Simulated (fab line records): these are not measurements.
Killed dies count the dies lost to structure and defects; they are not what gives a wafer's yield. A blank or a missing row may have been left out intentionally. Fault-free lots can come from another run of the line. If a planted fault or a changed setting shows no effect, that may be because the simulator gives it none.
A struck lot beside a sound one | flow sky130 | 43 out of 708 route steps
Sound: the wafers L290.2, L290.3, L290.5. Struck: wafer L310.6. (L310.3, L310.4 of the same lot were not struck and are left out.) The cause comes at the end.
Per side, at each step with rows, come the tool, then ch with its chambers, and then its first start. Under that, the readings that differ: sound wafers | struck wafers | difference of the means | sigmas: that difference in standard deviations of wafers without a fault.
alike: same words and numbers on both sides, and readings whose means sit less than 2 such deviations apart. not compared: any withheld reading, any reading some wafer has no value for, any bound like >300 that may hide the same value, and any number with overlapping values for which the record gives no deviation.
The two part at a step that has a row with sigmas, a row that says differs or no value, or rows on one side only. When numbers do not overlap yet have no deviation, they are printed without sigmas and do not part them. Lack of a reading on every wafer of one side parts them only where that side has two or more wafers.

first, 1 step without rows for these wafers: SKY_FIELD_ISO_CVD_03 (deposits Si3N4 from DCS/NH3, target thk 165 nm, time 2830 s).
SKY_FIELD_ISO_THK_MEAS_04:
  sound on filmMetro-04, day 1 14:52; struck on filmMetro-04, day 5 17:30
  alike: FIELD_ISO_CVD_03_THK
then, 8 steps without rows for these wafers: SKY_FIELD_ISO_DEHYDRATE_05 (time 60 s); SKY_FIELD_ISO_HMDS_06 (prime time 60 s); SKY_FIELD_ISO_COAT_07 (resist thk 60 nm); SKY_FIELD_ISO_COAT_08 (resist thk 450 nm); SKY_FIELD_ISO_SOFTBAKE_09 (time 90 s); SKY_FIELD_ISO_EXPOSE_10 (exposes mask FOM, target cd 150 nm); SKY_FIELD_ISO_PEB_11; SKY_FIELD_ISO_DEVELOP_12 (develop time 60 s).
SKY_FIELD_ISO_CD_MEAS_13: target cd 150 nm.
  sound on cdSem-02, day 2 06:21; struck on cdSem-01, day 6 12:28
  alike: cdNm
SKY_FIELD_ISO_ETCH_14: etches BARC in N2/H2, stops on SiO2, time 45.9 s, target depth 60 nm.
  sound on rieDiel-03 ch 1,2,3, day 2 06:27; struck on rieDiel-02 ch 0, day 6 12:32
reading                  | sound             | struck | difference | sigmas
drypumpMotorCurrentA (A) | 6.2 5.8 5.3       | 6.7    | +0.9       | +3
oesProductAu (a.u.)      | 0.855 0.855 0.849 | 0.868  | +0.015     | +3
  alike: throttleValvePct
  not compared: rfHoursCounterH
SKY_FIELD_ISO_ETCH_15: etches the open film in CHF3/O2, stops on Si, target depth 180 nm, time 72 s.
  sound on rieDiel-03 ch 1,2,3, day 2 06:29; struck on rieDiel-02 ch 0, day 6 12:35
reading                  | sound             | struck | difference | sigmas
drypumpMotorCurrentA (A) | 6.1 5.8 5.3       | 6.6    | +0.9       | +2
throttleValvePct (%)     | 8.835 8.842 8.852 | 8.824  | -0.019     | -2
  alike: oesProductAu
  not compared: rfHoursCounterH
SKY_FIELD_ISO_STRIP_16: strips in O2/N2.
  sound on plasmaAsher-02 ch 0, day 2 06:32; struck on plasmaAsher-01 ch 0, day 6 12:40
reading                  | sound       | struck | difference | sigmas
drypumpMotorCurrentA (A) | 6.4 6.4 6.5 | 4.9    | -1.5       | -3
  alike: oesProductAu, stripTimeToEndpointS
  not compared: rfHoursCounterH
SKY_FIELD_ISO_ETCH_17: etches Si in HBr/Cl2/O2, target depth 342 nm, time 97.7 s.
  sound on rieSi-01 ch 2,3, day 2 06:38; struck on rieSi-01 ch 3, day 6 12:44
  alike: drypumpMotorCurrentA, oesProductAu, throttleValvePct
  not compared: rfHoursCounterH
then, 5 steps without rows for these wafers: SKY_FIELD_ISO_WET_ETCH_18 (etches Si3N4 in H3PO4, target depth 25 nm, time 286 s); SKY_FIELD_ISO_CLEAN_19 (cleans in SC1/SC2, time 150 s); SKY_FIELD_ISO_CLEAN_20 (cleans in dHF, time 20 s); SKY_FIELD_ISO_WET_ETCH_21 (etches SiO2 in dHF, target depth 20 nm, time 400 s); SKY_FIELD_ISO_OXIDATION_22 (stabilise 600 s, purge 300 s, target thk 10 nm).
SKY_FIELD_ISO_THK_MEAS_23:
  sound on filmMetro-02, day 2 08:22; struck on filmMetro-01, day 6 14:53
reading                         | sound             | struck | difference | sigmas
FIELD_ISO_OXIDATION_01_THK (nm) | 10.22 10.22 10.14 | 9.74   | -0.45      | -3
then, 1 step without rows for these wafers: SKY_FIELD_ISO_CVD_24 (deposits SiO2, target thk 595 nm, time 99.2 s).
SKY_FIELD_ISO_THK_MEAS_25:
  sound on filmMetro-04, day 2 08:29; struck on filmMetro-01, day 6 15:01
  alike: FIELD_ISO_CVD_24_THK
then, 1 step without rows for these wafers: SKY_FIELD_ISO_ANNEAL_26 (time 1800 s).
SKY_FIELD_ISO_CMP_27: polishes, stops on Si3N4, t overpolish 16 s, target thk 457.8 nm.
  sound on cmp-02 ch 1,2,3, day 2 11:24; struck on cmp-01 ch 3, day 6 17:35
  alike: motorCurrentA, overpolishRunS, timeToEndpointS
then, 5 steps without rows for these wafers: SKY_FIELD_ISO_WET_ETCH_28 (etches SiO2 in dHF, target depth 23.7 nm, time 47 s); SKY_FIELD_ISO_WET_ETCH_29 (etches Si3N4 in H3PO4, target depth 160 nm, time 1825 s); SKY_FIELD_ISO_WET_ETCH_30 (etches SiO2 in dHF, target depth 25 nm, time 50 s); SKY_NWELL_CLEAN_00 (cleans in SC1/SC2, time 150 s); SKY_NWELL_OXIDATION_01 (stabilise 600 s, purge 300 s, target thk 10 nm).
SKY_NWELL_THK_MEAS_02:
  sound on filmMetro-01, day 2 14:13; struck on filmMetro-03, day 6 20:40
  alike: NWELL_OXIDATION_THK
then, 8 steps without rows for these wafers: SKY_DNWELL_DEHYDRATE_00 (time 60 s); SKY_DNWELL_HMDS_01 (prime time 60 s); SKY_DNWELL_COAT_02 (resist thk 3000 nm); SKY_DNWELL_SOFTBAKE_03; SKY_DNWELL_EXPOSE_04 (exposes mask DNM, target cd 3000 nm); SKY_DNWELL_PEB_05; SKY_DNWELL_DEVELOP_06 (develop time 60 s); SKY_DNWELL_IMPLANT_07.
SKY_DNWELL_STRIP_08: strips in O2/N2.
  sound on plasmaAsher-01 ch 0,1, day 3 05:23; struck on plasmaAsher-01 ch 1, day 7 16:37
  alike: drypumpMotorCurrentA, oesProductAu, stripTimeToEndpointS
  not compared: rfHoursCounterH
SKY_DNWELL_TW_MEAS_09:
  sound on filmMetro-02, day 3 05:30; struck on filmMetro-03, day 7 16:42
  alike: DNWELL_TW
then, 1 step without rows for these wafers: SKY_PWDE_DEHYDRATE_00 (time 60 s).
-- the record jumps here: 43 days lie between the struck wafers' starts before and after (it left off in module PWDE and takes up again in module PAD_OPEN, whose first step shown is number 708 of the route) --
SKY_PAD_OPEN_PROBE_99:
  sound on prober-02, day 45 23:11; struck on prober-01, day 50 12:06
reading          | sound    | struck | difference | sigmas
killedAtFrontEnd | 18 19 11 | 47     | +31        | +8
  alike: killed_at_M0_to_M3, killed_at_M4_up, killedAtContacts, killedAtOther, killedDies, killedOpen, killedShort

## WHERE THEY PART
Earliest at SKY_FIELD_ISO_ETCH_14; latest, in this record, at SKY_PAD_OPEN_PROBE_99.

WHY: whatever the simulator had introduced
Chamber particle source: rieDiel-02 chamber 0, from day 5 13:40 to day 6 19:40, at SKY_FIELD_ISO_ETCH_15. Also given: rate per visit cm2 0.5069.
